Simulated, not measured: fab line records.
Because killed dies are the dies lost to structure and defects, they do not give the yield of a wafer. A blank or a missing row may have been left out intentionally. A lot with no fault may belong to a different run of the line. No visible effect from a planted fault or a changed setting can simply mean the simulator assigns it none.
Which tool is to blame?	flow sky130	39 wafers from 13 lots sampled at 3 of the route's 708 steps

== WHAT EACH GAUGE READ, for each wafer ==
SKY_VT_ADJUST_LVTN_TW_MEAS_21. Usual: VT_ADJUST_LVTN_2_TW gives 186.8 (standard deviation 1.6).
lot	measured	on	VT_ADJUST_LVTN_2_TW	flag
L971	day 7 15:40	film-metro-04	184.9 184.4 184.6	
L972	day 7 22:43	film-metro-01	187.6 187.9 187.6	
L973	day 8 07:24	film-metro-04	186.0 186.0 185.7	
L976	day 9 04:17	film-metro-03	189.3 188.4 188.2	
L980	day 10 15:23	film-metro-01	186.2 187.2 185.6	
L981	day 10 15:40	film-metro-04	184.9 184.7 185.2	
L982	day 10 18:13	film-metro-01	185.6 185.4 185.3	
L983	day 10 21:37	film-metro-01	185.5 186.2 185.5	
L985	day 11 16:11	film-metro-01	186.0 186.2 185.7	
L986	day 11 21:04	film-metro-03	188.9 189.2 189.5	
L990	day 13 15:31	film-metro-01	186.7 185.2 186.4	
L991	day 13 16:28	film-metro-04	186.1 186.3 185.4	
L994	day 14 17:04	film-metro-03	187.9 188.8 188.3	

== TOOL THAT RAN EACH LOT (tool first, then ch and the chambers of the sampled wafers, then the start) ==
lot	SKY_FIELD_ISO_WET_ETCH_28	SKY_NWELL_STRIP_14
L971	wet-bench-02 ch 1, day 2 09:59	plasma-asher-04 ch 0,1, day 4 11:58
L972	wet-bench-04 ch 1, day 2 14:05	plasma-asher-04 ch 0,1, day 4 18:31
L973	wet-bench-04 ch 0, day 2 20:53	plasma-asher-02 ch 0,1, day 5 02:46
L976	wet-bench-02 ch 0, day 3 12:15	plasma-asher-02 ch 0,1, day 5 19:17
L980	wet-bench-04 ch 1, day 4 13:03	plasma-asher-04 ch 0,1, day 6 22:36
L981	wet-bench-02 ch 1, day 4 14:33	plasma-asher-02 ch 0,1, day 7 01:37
L982	wet-bench-04 ch 2, day 4 18:50	plasma-asher-04 ch 0,1, day 7 06:31
L983	wet-bench-02 ch 0, day 4 23:14	plasma-asher-04 ch 0,1, day 7 10:43
L985	wet-bench-02 ch 1, day 5 12:35	plasma-asher-01 ch 0,1, day 8 00:57
L986	wet-bench-03 ch 0, day 5 16:30	plasma-asher-04 ch 0,1, day 8 05:46
L990	wet-bench-03 ch 2, day 6 15:20	plasma-asher-01 ch 0,1, day 9 20:52
L991	wet-bench-04 ch 0, day 6 19:40	plasma-asher-04 ch 0,1, day 9 21:17
L994	wet-bench-04 ch 0, day 7 11:13	plasma-asher-04 ch 1, day 10 13:51
- SKY_FIELD_ISO_WET_ETCH_28: etches SiO2 in dHF, target depth 23.7 nm, time 47 s.
- SKY_NWELL_STRIP_14: strips in O2/N2.

== AS READ BY THE TOOLS THEMSELVES (means over the sampled wafers that have a number; for cases with no such wafer, the mark the record gives instead) ==
SKY_FIELD_ISO_WET_ETCH_28. Usual: bath-heat-duty-pct 6.3 %, standard deviation 0.57; temp-c 25.00 C, standard deviation 0.11.
lot	tool	bath-heat-duty-pct (%)	temp-c (C)	flag
L971	wet-bench-02	6.8	25.00	
L972	wet-bench-04	6.7	24.84	
L973	wet-bench-04	5.6	24.98	
L976	wet-bench-02	6.4	25.05	
L980	wet-bench-04	6.5	25.16	
L981	wet-bench-02	29.6	41.89	OFF
L982	wet-bench-04	6.2	25.04	
L983	wet-bench-02	30.8	41.96	OFF
L985	wet-bench-02	30.1	41.93	OFF
L986	wet-bench-03	6.4	25.06	
L990	wet-bench-03	6.5	25.00	
L991	wet-bench-04	5.8	24.94	
L994	wet-bench-04	5.5	25.02	

SKY_NWELL_STRIP_14. Usual: drypump-motor-current-A 5.8 A, standard deviation 0.42; oes-product-au 0.722 a.u., standard deviation 0.0046; strip-time-to-endpoint-s 36.94 s, standard deviation 0.091.
lot	tool	drypump-motor-current-A (A)	oes-product-au (a.u.)	strip-time-to-endpoint-s (s)	flag
L971	plasma-asher-04	5.5	0.722	36.99	
L972	plasma-asher-04	5.5	0.724	36.99	
L973	plasma-asher-02	6.4	0.725	36.93	
L976	plasma-asher-02	6.5	0.720	37.00	
L980	plasma-asher-04	5.5	0.725	36.95	
L981	plasma-asher-02	6.4	0.719	36.89	
L982	plasma-asher-04	5.4	0.722	36.99	
L983	plasma-asher-04	5.4	0.725	37.00	
L985	plasma-asher-01	5.8	0.719	36.81	
L986	plasma-asher-04	5.4	0.721	36.86	
L990	plasma-asher-01	5.8	0.723	36.93	
L991	plasma-asher-04	5.5	0.723	36.92	
L994	plasma-asher-04	5.7	0.724	36.92	

== THE ANSWER, worked out from the rows above alone ==
Rule: take the mean of a lot's wafers that have a number; if it is more than 3 standard deviations from the usual mean, the lot is off. Also off: a lot with no number at a reading for which 4 or more lots have one. Where the step has rows for the other lots, those lots are counted as sound. After the gauges, taken in route order, come the tools' own readings; for these a lot's mean is taken, as printed above. The first step at which some lot is off is used, and at that step the reading that is off furthest; a lot without a number counts as furthest.
Off: L981, L983, L985, at SKY_FIELD_ISO_WET_ETCH_28 (temp-c).
If a tool, at that step or one of the process steps before it, ran each lot that is off and ran no sound lot following the first of them, it fits. One fits: wet-bench-02 at SKY_FIELD_ISO_WET_ETCH_28. Its last sound lot is L976 (day 3 12:15), its first lot that is off L981 (day 4 14:33): a fault that began between those two fits.
The tool's own readings at SKY_FIELD_ISO_WET_ETCH_28 bear it out: on the lots that are off they differ by more than 5 times the standard deviation of the sound lots' means. bath-heat-duty-pct reads 30.2 % there against 6.2 % on the sound lots; temp-c reads 41.93 C there against 25.01 C on the sound lots.

== WHAT THE SIMULATOR HAD INSERTED ==
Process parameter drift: wet-bench-02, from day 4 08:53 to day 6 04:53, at SKY_FIELD_ISO_WET_ETCH_28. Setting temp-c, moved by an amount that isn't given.
Struck lots among those shown: L981, L983, L985. Same finding as the rule above.
